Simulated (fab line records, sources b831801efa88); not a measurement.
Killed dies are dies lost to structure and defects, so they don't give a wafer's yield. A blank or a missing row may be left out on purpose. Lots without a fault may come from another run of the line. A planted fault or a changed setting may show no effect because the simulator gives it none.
Split-lot experiment | flow sky130 | 5 lots, 23 wafers read, on a route of 708 steps

THE SPLIT
At SKY_PWDE_IMPLANT_08, the setting dose_cm2 was moved away from the recipe's 3.6e+12 on 8 of the 23 wafers read, by -5.6% to +7.4%. The other wafers ran this setting at the recipe's value.

FROM THE SPLIT TO THE READING: what the file shows between them, 12 steps
- SKY_PWDE_STRIP_09: strips in O2/N2
- SKY_PWDE_TW_MEAS_10
- SKY_NWELL_IMPLANT_11 (also split here: dose_cm2)
- SKY_NWELL_IMPLANT_12
- SKY_NWELL_IMPLANT_13
- SKY_NWELL_STRIP_14: strips in O2/N2
- SKY_NWELL_TW_MEAS_15
- SKY_NWELL_DEVELOP_22: develop time 60 s (also split here: develop_time_s)
- SKY_NWELL_IMPLANT_24
- SKY_NWELL_CLEAN_27: cleans in SC1/SC2, time 150 s
- SKY_NWELL_RTA_28: time 30 s
- SKY_NWELL_RS_MEAS_29: measures by four-point-probe

THE READING
PWDE_RS, in ohm/sq, at SKY_NWELL_RS_MEAS_31 (measures by four-point-probe). Fault-free wafers of this fab line usually give 5288 ohm/sq, standard deviation 17 ohm/sq.

wafer  | tool, chamber at the split | dose_cm2 as run | against the recipe | PWDE_RS, ohm/sq | against lot-mates on the recipe
L075.1 | implanter-04, 0            | 3.6e+12         | recipe             | 5277            | -
L075.2 | implanter-04, 0            | 3.6e+12         | recipe             | 5292            | -
L075.3 | implanter-04, 0            | 3.866e+12       | +7.4%              | 5004            | -280
L075.5 | implanter-04, 0            | 3.866e+12       | +7.4%              | 4999            | -286
L075.6 | implanter-04, 0            | 3.866e+12       | +7.4%              | 4991            | -294
L076.2 | implanter-03, 0            | 3.6e+12         | recipe             | 5306            | -
L076.3 | implanter-03, 0            | 3.6e+12         | recipe             | 5298            | -
L076.4 | implanter-03, 0            | 3.6e+12         | recipe             | 5312            | -
L076.5 | implanter-03, 0            | 3.6e+12         | recipe             | 5308            | -
L076.6 | implanter-03, 0            | 3.6e+12         | recipe             | 5305            | -
L079.3 | implanter-03, 0            | 3.6e+12         | recipe             | 5312            | -
L079.5 | implanter-03, 0            | 3.6e+12         | recipe             | 5310            | -
L079.6 | implanter-03, 0            | 3.6e+12         | recipe             | 5317            | -
L082.1 | implanter-04, 0            | 3.684e+12       | +2.3%              | 5186            | -98
L082.2 | implanter-04, 0            | 3.6e+12         | recipe             | 5289            | -
L082.3 | implanter-04, 0            | 3.6e+12         | recipe             | 5269            | -
L082.4 | implanter-04, 0            | 3.684e+12       | +2.3%              | 5181            | -103
L082.5 | implanter-04, 0            | 3.6e+12         | recipe             | 5294            | -
L084.1 | implanter-03, 0            | 3.6e+12         | recipe             | 5310            | -
L084.2 | implanter-03, 0            | 3.398e+12       | -5.6%              | 5558            | +252
L084.4 | implanter-03, 0            | 3.398e+12       | -5.6%              | 5562            | +256
L084.5 | implanter-03, 0            | 3.398e+12       | -5.6%              | 5557            | +251
L084.6 | implanter-03, 0            | 3.6e+12         | recipe             | 5302            | -

THE FIT
A straight line over all 23 wafers: PWDE_RS changes by -43.2 ohm/sq for each +1% of dose_cm2; r = -1.00; the points scatter about the line by 15 ohm/sq.
The same after taking each lot's own level away (the mean of its wafers on the recipe; 23 wafers): -41.3 ohm/sq for each +1%; r = -1.00; scatter 11 ohm/sq.
On that fit, the largest move of dose_cm2 shifts the reading by 3.1e+02 ohm/sq.
The lots' own levels span 5284.0 to 5313.0 ohm/sq, that is 1.7 times the standard deviation above.
So the lot-to-lot level changes the slope little: the two slopes agree.
Check: with one of the wafers moved furthest among these (+7.4%) left out of the fit, the line predicts -307 ohm/sq for it against its lot-mates. It came out at -280 ohm/sq against them.

OTHER SPLITS ON THESE WAFERS
These wafers also went through other splits before the reading. Each is held against what the fit with the lots' levels taken away leaves over:
other split on the same wafers      | wafers away from the commonest value | r with PWDE_RS (lot level and that fit taken away)
SKY_FIELD_ISO_CVD_03 temp_c         | 18                                   | +0.56
SKY_FIELD_ISO_EXPOSE_10 dose_mj     | 4                                    | +0.31
SKY_FIELD_ISO_ETCH_15 bias_w        | 8                                    | -0.34
SKY_FIELD_ISO_OXIDATION_22 temp_c   | 10                                   | -0.06
SKY_DNWELL_COAT_02 resist_thk_nm    | 9                                    | -0.16
SKY_PWDE_COAT_02 resist_thk_nm      | 10                                   | +0.30
SKY_NWELL_IMPLANT_11 dose_cm2       | 4                                    | +0.34
SKY_NWELL_DEVELOP_22 develop_time_s | 9                                    | +0.00

THE WHOLE CHAIN: every reading that the file lists as answering this split, in the file's order
step                 | what it does                 | reading | change (the file's fit)           | r (the file's)
SKY_PWDE_TW_MEAS_10  |                              | PWDE_TW | +1.31 for each +1% of the setting | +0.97
SKY_NWELL_RS_MEAS_31 | measures by four-point-probe | PWDE_RS | -41.2 for each +1% of the setting | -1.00

THE FILE'S OWN FIT
PWDE_RS changes by -41.2 ohm/sq for each +1% of dose_cm2, r = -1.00.
